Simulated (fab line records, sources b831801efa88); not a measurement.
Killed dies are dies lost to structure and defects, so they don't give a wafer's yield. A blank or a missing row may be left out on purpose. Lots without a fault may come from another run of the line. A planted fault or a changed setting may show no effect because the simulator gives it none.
Which tool did it? | flow gf180mcu | 11 lots, 33 wafers sampled, at 6 steps of a route of 602

WHAT THE GAUGES READ, wafer by wafer
GF_M2_THK_MEAS_06: measures by xrf. Usual: M2_ALCU_THK 446 nm, standard deviation 5.4.
lot  | measured     | on            | M2_ALCU_THK (nm) | flag
L586 | day 18 22:16 | film_metro-01 | 449 448 450      |
L587 | day 19 14:24 | film_metro-01 | 445 442 448      |
L589 | day 20 06:47 | film_metro-03 | 446 452 451      |
L590 | day 20 17:38 | film_metro-01 | 439 439 438      |
L592 | day 21 09:20 | film_metro-03 | 451 454 451      |
L602 | day 24 12:42 | film_metro-03 | 441 447 440      |
L603 | day 25 04:07 | film_metro-04 | 450 458 458      |
L604 | day 25 04:26 | film_metro-01 | 436 442 440      |
L605 | day 25 12:29 | film_metro-03 | 445 446 446      |
L606 | day 25 19:46 | film_metro-03 | 447 448 449      |
L607 | day 26 04:22 | film_metro-03 | 453 448 449      |

GF_V2_THK_MEAS_03. Usual: V2_CVD_02_THK 844 nm, standard deviation 12.
lot  | measured     | on            | V2_CVD_02_THK (nm) | flag
L586 | day 19 23:29 | film_metro-03 | 824 848 836        |
L587 | day 20 15:29 | film_metro-03 | 852 860 852        |
L589 | day 21 07:32 | film_metro-04 | 824 832 851        |
L590 | day 21 17:53 | film_metro-03 | 853 850 867        |
L592 | day 22 09:34 | film_metro-03 | 831 858 839        |
L602 | day 25 11:37 | film_metro-02 | 845 845 862        |
L603 | day 26 02:26 | film_metro-04 | 844 853 855        |
L604 | day 26 02:44 | film_metro-03 | 822 850 846        |
L605 | day 26 11:16 | film_metro-04 | 843 840 853        |
L606 | day 26 16:56 | film_metro-02 | 837 858 857        |
L607 | day 27 01:38 | film_metro-03 | 850 875 868        |

GF_M3_RS_MEAS_05: measures by four-point-probe. Usual: M3_ALCU_RS 0.0694 ohm/sq, standard deviation 0.00074.
lot  | measured     | on            | M3_ALCU_RS (ohm/sq)  | flag
L586 | day 21 01:28 | film_metro-02 | 0.0693 0.0701 0.0698 |
L587 | day 21 17:55 | film_metro-01 | 0.0690 0.0681 0.0685 |
L589 | day 22 09:08 | film_metro-02 | 0.0696 0.0696 0.0709 |
L590 | day 22 19:15 | film_metro-02 | 0.0701 0.0697 0.0702 |
L592 | day 23 11:04 | film_metro-03 | 0.0696 0.0696 0.0413 | OFF
L602 | day 26 11:14 | film_metro-02 | 0.0694 0.0696 0.0687 |
L603 | day 27 01:07 | film_metro-03 | 0.0686 0.0687 0.0693 |
L604 | day 27 01:19 | film_metro-02 | 0.0700 0.0700 0.0697 |
L605 | day 27 09:41 | film_metro-02 | 0.0688 0.0684 0.0685 |
L606 | day 27 15:58 | film_metro-02 | 0.0694 0.0698 0.0694 |
L607 | day 27 23:54 | film_metro-02 | 0.0687 0.0684 0.0693 |

GF_M3_THK_MEAS_06: measures by xrf. Usual: M3_ALCU_THK 445 nm, standard deviation 4.9.
lot  | measured     | on            | M3_ALCU_THK (nm) | flag
L586 | day 21 01:34 | film_metro-02 | 447 442 443      |
L587 | day 21 18:02 | film_metro-01 | 448 456 451      |
L589 | day 22 09:15 | film_metro-02 | 446 443 438      |
L590 | day 22 19:22 | film_metro-02 | 441 445 442      |
L592 | day 23 11:10 | film_metro-03 | 444 445 747      | OFF
L602 | day 26 11:21 | film_metro-02 | 443 442 450      |
L603 | day 27 01:13 | film_metro-03 | 447 449 446      |
L604 | day 27 01:25 | film_metro-02 | 441 442 441      |
L605 | day 27 09:48 | film_metro-02 | 451 451 452      |
L606 | day 27 16:05 | film_metro-02 | 445 445 445      |
L607 | day 28 00:00 | film_metro-02 | 447 452 448      |

WHICH TOOL RAN EACH LOT (tool, then ch and the chambers of the sampled wafers, then the start)
lot  | GF_M3_SPUTTER_01             | GF_M3_SPUTTER_02
L586 | pvd_sputter-01, day 21 01:19 | pvd_sputter-01, day 21 01:20
L587 | pvd_sputter-02, day 21 17:48 | pvd_sputter-02, day 21 17:50
L589 | pvd_sputter-01, day 22 09:00 | pvd_sputter-01, day 22 09:02
L590 | pvd_sputter-01, day 22 19:07 | pvd_sputter-01, day 22 19:08
L592 | pvd_sputter-01, day 23 10:55 | pvd_sputter-01, day 23 10:57
L602 | pvd_sputter-03, day 26 11:07 | pvd_sputter-03, day 26 11:08
L603 | pvd_sputter-03, day 27 00:57 | pvd_sputter-03, day 27 00:59
L604 | pvd_sputter-01, day 27 01:09 | pvd_sputter-01, day 27 01:11
L605 | pvd_sputter-01, day 27 09:33 | pvd_sputter-01, day 27 09:35
L606 | pvd_sputter-01, day 27 15:50 | pvd_sputter-01, day 27 15:52
L607 | pvd_sputter-01, day 27 23:44 | pvd_sputter-01, day 27 23:46
- GF_M3_SPUTTER_01: material TiN, target thk 30 nm, time 25 s.
- GF_M3_SPUTTER_02: material AlCu, target thk 450 nm, time 23.9 s.

WHAT THE TOOLS THEMSELVES READ (means of the sampled wafers that have a number; where no wafer has one, the mark that the record gives instead)
GF_M3_SPUTTER_01. Usual: throttle_valve_pct 30.4 %, standard deviation 1.1.
lot  | tool           | throttle_valve_pct (%) | flag
L586 | pvd_sputter-01 | 29.8                   |
L587 | pvd_sputter-02 | 30.0                   |
L589 | pvd_sputter-01 | 30.1                   |
L590 | pvd_sputter-01 | 30.1                   |
L592 | pvd_sputter-01 | 30.1                   |
L602 | pvd_sputter-03 | 29.8                   |
L603 | pvd_sputter-03 | 30.1                   |
L604 | pvd_sputter-01 | 29.9                   |
L605 | pvd_sputter-01 | 29.6                   |
L606 | pvd_sputter-01 | 29.8                   |
L607 | pvd_sputter-01 | 30.4                   |

GF_M3_SPUTTER_02. Usual: throttle_valve_pct 30.4 %, standard deviation 1.1.
lot  | tool           | throttle_valve_pct (%) | flag
L586 | pvd_sputter-01 | 29.8                   |
L587 | pvd_sputter-02 | 30.0                   |
L589 | pvd_sputter-01 | 29.9                   |
L590 | pvd_sputter-01 | 29.9                   |
L592 | pvd_sputter-01 | 30.0                   |
L602 | pvd_sputter-03 | 29.8                   |
L603 | pvd_sputter-03 | 30.3                   |
L604 | pvd_sputter-01 | 30.0                   |
L605 | pvd_sputter-01 | 29.6                   |
L606 | pvd_sputter-01 | 29.9                   |
L607 | pvd_sputter-01 | 30.4                   |

THE ANSWER, worked out from the rows above alone
Rule: a lot is off if the mean of its wafers that have a number lies more than 3 standard deviations from the usual mean. A lot without any number at a reading at which 4 lots or more have one is off too. The other lots that the step has rows for count as sound. The gauges are gone through in route order, then the tools' own readings, and for those a lot's mean is taken as printed above. The first step at which some lot is off is used, and at that step the reading that is off furthest; a lot without a number counts as furthest.
Off: L592, at GF_M3_RS_MEAS_05 (M3_ALCU_RS).
A tool fits if, at a process step before that reading, it ran every lot that is off, and no sound lot after the first of them. The gauges at GF_M3_RS_MEAS_05 are tried like those tools. None of those tried fits.

WHAT THE SIMULATOR HAD PUT IN
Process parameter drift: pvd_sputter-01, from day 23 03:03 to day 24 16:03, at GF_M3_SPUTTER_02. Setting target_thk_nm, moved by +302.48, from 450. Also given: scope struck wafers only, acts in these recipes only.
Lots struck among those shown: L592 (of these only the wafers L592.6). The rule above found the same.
